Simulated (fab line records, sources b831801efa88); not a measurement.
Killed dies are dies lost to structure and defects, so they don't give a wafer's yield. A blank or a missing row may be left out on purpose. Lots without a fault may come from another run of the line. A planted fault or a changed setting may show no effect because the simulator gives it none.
fab line records | flow gf180mcu
record lots=5 wafers=15 last_day=33
route steps=602 shown M1@329 V1@335
lots that met no fault: from a run of the same line without faults
start_h: hours from the record's first day to the start of the lot's first wafer shown | wait_h: hours since the lot's step before | " the same as in the row above | L1.1+2: a row that stands for several wafers | - no value, or no start given | * or withheld: withheld | < > ~ a bound
route shown NAME@n: a module of which the file shows steps, and the number in the route of the first | usual: mean/standard deviation of fault-free wafers | same: alike in all rows | chamber/n: place in a boat | sites: the reading at each site | _std_site: their standard deviation | _edge_site: outer sites' mean less inner sites' | radius_mm: how far each site lies from the wafer's centre | mask NAME#n: copy n | behind: the tool/chamber that last shaped the wafer | hold: why the lot was held/for how many hours/how that ended | device: the transistor (n, p or np) that didn't switch | end of line: the same wafers' tests at the end of the route | a step without rows: its recipe alone | killed: dies lost to structure and defects at the first sort, not the wafer's yield | map: a wafer's dies, x killed, . not, _ none there
set.NAME: the setting as run; set.NAME@STEP: as run at that earlier step | model.NAME: the simulator's own value behind a step, which no gauge read
lots at some steps of the route; a table a step, a row a wafer
services: from which hour (start_h, from the record's first day; less than 0 if before it) a tool's chamber was out of use, for how many hours, and why
## steps
# step GF_M1_CD_MEAS_14
# recipe target_cd_nm=230
# usual cd_nm=229.5/1
# columns lot.wafer tool chamber start_h wait_h cd_nm
L087.2 cd_sem-02 - 501.57 0.1 229.4
L087.4 " - " " 229.4
L087.6 " - " " 228.7
L089.4 cd_sem-01 - 523.81 0.1 231.6
L089.5 " - " " 231.1
L089.6 " - " " 230.9
L090.1 cd_sem-02 - 528.13 0.1 228.9
L090.2 " - " " 228.9
L090.4 " - " " 229.6
L091.1 cd_sem-02 - 537.03 0.1 229.8
L091.2 " - " " 229.6
L091.5 " - " " 228.6
L094.1 cd_sem-02 - 560.90 0.1 229.8
L094.2 " - " " 230.2
L094.6 " - " " 231.1
# step GF_M1_OVL_MEAS_15
# usual M1_OVL=4/6.5
# columns lot.wafer tool chamber start_h wait_h M1_OVL[nm]
L087.2 overlay-01 - 501.68 0.1 0
L087.4 " - " " 2
L087.6 " - " " 3
L089.4 overlay-01 - 523.89 0.1 10
L089.5 " - " " 12
L089.6 " - " " 9
L090.1 overlay-02 - 528.25 0.1 -7
L090.2 " - " " 7
L090.4 " - " " 5
L091.1 overlay-02 - 537.15 0.1 15
L091.2 " - " " 19
L091.5 " - " " 7
L094.1 overlay-02 - 561.02 0.1 3
L094.2 " - " " 4
L094.6 " - " " -1
# step GF_M1_METAL_ETCH_16
# recipe chemistry=Cl2/BCl3 mask_material=KrF target_depth_nm=750.8 stop_on=SiO2 pressure_mtorr=8 icp_w=800 bias_w=140 Cl2_flow_sccm=80 bcl3_flow_sccm=40 time_s=127.9
# usual drypump_motor_current_A=5.9/0.42 oes_product_au=0.988/0.0061 throttle_valve_pct=28.233/0.011
# columns lot.wafer tool chamber start_h wait_h drypump_motor_current_A oes_product_au rf_hours_counter_h throttle_valve_pct
L087.2 rie_metal-04 1 501.75 0.1 5.0 0.992 - 28.246
L087.4 " 1 " " 5.0 0.990 - 28.225
L087.6 " 1 " " 5.0 0.988 - 28.235
L089.4 rie_metal-02 0 523.95 0.1 6.1 0.989 - 28.238
L089.5 " 0 " " 6.1 0.993 - 28.233
L089.6 " 1 " " 6.1 0.990 - 28.220
L090.1 rie_metal-01 0 528.29 0.0 5.9 0.986 4 28.234
L090.2 " 1 " " 6.4 0.975 9 28.249
L090.4 " 1 " " 6.4 0.976 - 28.243
L091.1 rie_metal-04 0 537.19 0.0 5.5 0.983 0 28.230
L091.2 " 1 " " 5.0 0.989 8 28.224
L091.5 " 0 " " 5.5 0.983 - 28.243
L094.1 rie_metal-04 0 561.05 0.0 5.5 0.984 1 28.237
L094.2 " 0 " " 5.5 0.981 - 28.253
L094.6 " 0 " " 5.5 0.984 - 28.241
# step GF_M1_STRIP_17
# recipe chemistry=O2/N2 power_w=1400 pressure_mtorr=1500 platen_temp_c=250 o2_flow_sccm=3000 n2_flow_sccm=300 overash_fraction=0.5
# usual drypump_motor_current_A=5.85/0.23 heater_power_w=332/39 oes_product_au=0.536/0.0052 strip_time_to_endpoint_s=7.32/0.052
# columns lot.wafer tool chamber start_h wait_h drypump_motor_current_A heater_power_w oes_product_au rf_hours_counter_h strip_time_to_endpoint_s
L087.2 plasma_asher-03 1 501.96 0.2 5.86 341 0.535 88 7.35
L087.4 " 1 " " 5.90 344 0.534 - 7.34
L087.6 " 0 " " 5.68 328 0.542 - 7.37
L089.4 plasma_asher-02 1 524.07 0.1 5.82 256 0.536 - 7.31
L089.5 " 1 " " 5.83 254 0.535 - 7.29
L089.6 " 0 " " 6.17 334 0.538 - 7.31
L090.1 plasma_asher-01 0 528.42 0.1 6.11 378 0.530 10 7.28
L090.2 " 1 " " 5.51 349 0.538 10 7.41
L090.4 " 1 " " 5.52 350 0.538 - 7.37
L091.1 plasma_asher-01 1 537.32 0.1 5.43 347 0.539 11 7.39
L091.2 " 0 " " 6.08 382 0.536 11 7.37
L091.5 " 1 " " 5.43 345 0.536 - 7.40
L094.1 plasma_asher-03 1 561.40 0.3 5.88 334 0.536 94 7.36
L094.2 " 0 " " 5.69 320 0.543 94 7.36
L094.6 " 0 " " 5.67 336 0.539 - 7.39
# step GF_M1_STRIP_18
# recipe chemistry=post_etch_residue_remover time_s=1200 temp_c=72.5
# columns lot.wafer tool chamber start_h wait_h
L087.2+4+6 wet_bench-02 1 502.06 0.1
L089.4+5+6 wet_bench-02 1 524.13 0.0
L090.1+2+4 wet_bench-04 0 528.52 0.1
L091.1+2+5 wet_bench-01 2 537.42 0.1
L094.1+2+6 wet_bench-04 0 561.50 0.1
# step GF_M1_CLEAN_19
# recipe chemistry=DIW dry=n2_spin
# columns lot.wafer tool chamber start_h wait_h
L087.2+4+6 wet_bench-01 1 502.44 0.0
L089.4+5+6 wet_bench-01 1 524.51 0.0
L090.1+2+4 wet_bench-01 1 528.86 0.0
L091.1+2+5 wet_bench-04 2 537.76 0.0
L094.1+2+6 wet_bench-04 2 561.84 0.0
# step GF_V1_CVD_00
# recipe material=SiO2 target_thk_nm=600 sigma_open_frac=0.3 temp_c=400 time_s=100 sih4_flow_sccm=60 pressure_mtorr=6
# usual sih4_flow_sccm=60.00/0.17
# columns lot.wafer tool chamber start_h wait_h sih4_flow_sccm
L087.2 hdpcvd-02 0 502.53 0.0 60.34
L087.4 " 1 " " 59.97
L087.6 " 2 " " 60.03
L089.4 hdpcvd-01 0 524.74 0.0 59.82
L089.5 " 1 " " 60.18
L089.6 " 2 " " 59.79
L090.1 hdpcvd-02 1 528.95 0.0 59.99
L090.2 " 0 " " 59.95
L090.4 " 0 " " 59.84
L091.1 hdpcvd-01 1 537.86 0.0 59.80
L091.2 " 0 " " 60.02
L091.5 " 1 " " 59.85
L094.1 hdpcvd-01 2 561.93 0.0 60.22
L094.2 " 0 " " 60.36
L094.6 " 1 " " 59.79
# step GF_V1_THK_MEAS_01
# recipe reads=SiO2_of_V1_CVD_00
# usual V1_CVD_00_THK=597/6.9
# columns lot.wafer tool chamber start_h wait_h V1_CVD_00_THK[nm]
L087.2 film_metro-04 - 502.61 0.0 598
L087.4 " - " " 596
L087.6 " - " " 605
L089.4 film_metro-03 - 524.81 0.0 582
L089.5 " - " " 595
L089.6 " - " " 597
L090.1 film_metro-04 - 529.02 0.0 583
L090.2 " - " " 587
L090.4 " - " " 581
L091.1 film_metro-01 - 537.93 0.0 591
L091.2 " - " " 587
L091.5 " - " " 596
L094.1 film_metro-01 - 562.00 0.0 593
L094.2 " - " " 598
L094.6 " - " " 601
# step GF_V1_CVD_02
# recipe material=SiO2 target_thk_nm=850 precursor=TEOS temp_c=400 time_s=94.851 rf_w=600
# usual heater_power_w=664/110
# columns lot.wafer tool chamber start_h wait_h heater_power_w
L087.2 pecvd-03 1 502.66 0.0 668
L087.4 " 1 " " 531
L087.6 " 2 " " 528
L089.4 pecvd-02 1 524.87 0.1 672
L089.5 " 0 " " 446
L089.6 " 2 " " 756
L090.1 pecvd-03 1 529.08 0.1 641
L090.2 " 0 " " 825
L090.4 " 1 " " 671
L091.1 pecvd-04 2 537.99 0.1 513
L091.2 " 1 " " 603
L091.5 " 1 " " 481
L094.1 pecvd-02 0 562.06 0.1 577
L094.2 " 2 " " 776
L094.6 " 1 " " 604
# step GF_V1_THK_MEAS_03
# recipe reads=SiO2_of_V1_CVD_02
# usual V1_CVD_02_THK=845/12
# columns lot.wafer tool chamber start_h wait_h V1_CVD_02_THK[nm]
L087.2 film_metro-01 - 502.74 0.0 843
L087.4 " - " " 842
L087.6 " - " " 864
L089.4 film_metro-01 - 524.94 0.0 850
L089.5 " - " " 842
L089.6 " - " " 846
L090.1 film_metro-03 - 529.15 0.0 838
L090.2 " - " " 850
L090.4 " - " " 844
L091.1 film_metro-04 - 538.06 0.0 844
L091.2 " - " " 860
L091.5 " - " " 872
L094.1 film_metro-03 - 562.13 0.0 837
L094.2 " - " " 826
L094.6 " - " " 841
# step GF_V1_CMP_04
# recipe material=SiO2 down_force_psi=4 platen_rpm=60 pad_velocity_m_s=0.94248
# usual motor_current_A=11.2/0.94 platen_rpm=60.00/0.043 time_to_endpoint_s=78/5.9
# columns lot.wafer tool chamber start_h wait_h motor_current_A platen_rpm time_to_endpoint_s
L087.2 cmp-02 0 502.84 0.1 13.3 60.00 78
L087.4 " 2 " " 11.0 60.10 80
L087.6 " 0 " " 11.5 60.04 93
L089.4 cmp-02 0 525.07 0.1 12.5 60.08 84
L089.6 " 2 " " 11.1 60.04 80
L089.5 " 3 " " 11.9 60.04 75
L090.1 cmp-01 0 529.21 0.1 9.5 59.99 67
L090.4 " 1 " " 12.4 59.97 80
L090.2 " 3 " " 10.7 60.00 78
L091.1 cmp-02 1 538.12 0.1 10.3 60.01 75
L091.2 " 0 " " 12.7 60.05 87
L091.5 " 2 " " 11.5 60.03 92
L094.1 cmp-02 1 562.29 0.1 10.9 60.07 80
L094.2 " 2 " " 11.3 59.99 74
L094.6 " 0 " " 12.8 59.96 82
# step GF_V1_BOW_MEAS_05
# recipe mode=bow
# usual V1_BOW=83/7.1
# columns lot.wafer tool chamber start_h wait_h V1_BOW[um]
L087.2 film_metro-01 - 503.11 0.2 87
L087.4 " - " " 97
L087.6 " - " " 81
L089.4 film_metro-01 - 525.33 0.2 86
L089.5 " - " " 85
L089.6 " - " " 89
L090.1 film_metro-01 - 529.51 0.2 88
L090.2 " - " " 78
L090.4 " - " " 87
L091.1 film_metro-04 - 538.42 0.2 85
L091.2 " - " " 80
L091.5 " - " " 87
L094.1 film_metro-03 - 562.49 0.1 80
L094.2 " - " " 69
L094.6 " - " " 74
# step GF_V1_DEHYDRATE_06
# recipe temp_c=200 time_s=60
# usual heater_power_total_W=160.38/0.11
# columns lot.wafer tool chamber start_h wait_h heater_power_total_W
L087.2 litho_track-04 0 514.36 11.2 160.62
L087.4 " 0 " " 160.58
L087.6 " 0 " " 160.53
L089.4 litho_track-02 0 536.07 10.7 160.25
L089.5 " 0 " " 160.32
L089.6 " 0 " " 160.49
L090.1 litho_track-02 0 540.64 11.1 160.41
L090.2 " 0 " " 160.18
L090.4 " 0 " " 160.30
L091.1 litho_track-03 0 549.30 10.9 160.34
L091.2 " 0 " " 160.22
L091.5 " 0 " " 160.48
L094.1 litho_track-04 0 573.13 10.6 160.42
L094.2 " 0 " " 160.47
L094.6 " 0 " " 160.55
## services
# columns tool chamber start_h hours kind
cmp-02 - 477.96 1.5 repair
hdpcvd-01 - 482.58 0.5 repair
hdpcvd-02 2 484.05 6.2 repair
cmp-02 - 489.32 12.7 pm
hdpcvd-01 - 490.65 2.8 pm
pecvd-04 - 492.44 2.8 pm
rie_metal-04 0 496.37 - clean
rie_metal-04 0 496.37 15.3 scheduled_down
hdpcvd-01 0 510.52 10.6 repair
pecvd-02 - 511.16 0.5 repair
hdpcvd-02 0 536.70 28.4 repair
hdpcvd-01 - 539.25 15.0 pm
hdpcvd-02 1 544.99 12.3 repair
rie_metal-04 0 549.04 8.1 repair
rie_metal-02 - 550.54 14.6 pm
rie_metal-04 1 552.71 16.0 repair
cmp-01 - 555.88 1.2 repair
pecvd-03 2 556.39 4.6 repair
pecvd-04 - 564.69 2.4 repair
hdpcvd-02 2 567.48 3.7 repair
rie_metal-01 0 568.32 14.4 repair
wet_bench-01 - 569.56 4.0 repair
cmp-01 - 572.27 4.0 pm
plasma_asher-02 - 572.50 2.3 repair
## key
fault none
